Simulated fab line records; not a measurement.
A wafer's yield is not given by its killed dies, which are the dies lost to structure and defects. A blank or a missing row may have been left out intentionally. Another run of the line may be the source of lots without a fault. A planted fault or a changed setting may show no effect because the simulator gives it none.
Matching of chambers :: flow sky130 :: SKY_VIA2_HDPCVD_00 on hdpcvd-02 has 3 sister chambers
The step deposits SiO2, target thk 1180 nm, time 196.7 s. 6 wafers are shown with their chamber, then 6 later ones without.

WAFERS WITH THEIR CHAMBER
wafer: L974.3
chamber: 0
run_length_s (s): 225.7

wafer: L976.5
chamber: 1
run_length_s (s): 225.1

wafer: L981.1
chamber: 2
run_length_s (s): 224.7

wafer: L990.1
chamber: 1
run_length_s (s): 224.9

wafer: L990.3
chamber: 2
run_length_s (s): 224.3

wafer: L990.5
chamber: 0
run_length_s (s): 226.3

WAFERS MISSING THEIR CHAMBER
wafer: L991.1
run_length_s (s): 224.4

wafer: L991.3
run_length_s (s): 225.5

wafer: L991.6
run_length_s (s): 225.4

wafer: L993.1
run_length_s (s): 224.5

wafer: L993.3
run_length_s (s): 225.8

wafer: L993.6
run_length_s (s): 226.0

EACH ONE'S CHAMBER
wafer: L991.1
from the rows above: can't be placed: 2 or 1
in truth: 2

wafer: L991.3
from the rows above: can't be placed: 0 or 1 or 2
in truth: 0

wafer: L991.6
from the rows above: can't be placed: 1 or 0 or 2
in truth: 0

wafer: L993.1
from the rows above: can't be placed: 2 or 1
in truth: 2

wafer: L993.3
from the rows above: can't be placed: 0 or 1
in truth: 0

wafer: L993.6
from the rows above: 0
in truth: 0
Correct placement for 1 of the 6. Unplaceable from these rows: 5, with the true chamber sitting among the candidates in 5. Wrongly placed: 0.
How it was worked out, from the rows above alone: a wafer's distance from a chamber is the root of the sum, over the readings, of the square of ((its reading less the chamber's mean) divided by the reading's scatter). If the next closest chamber is less than 2 further off than the closest, the wafer can't be placed; otherwise it belongs to the closest. Each chamber's mean is taken over the wafers shown for it. The scatter: take each reading less its chamber's mean, square it, sum over the shown wafers, divide by the number of wafers less the number of chambers, and take the root.
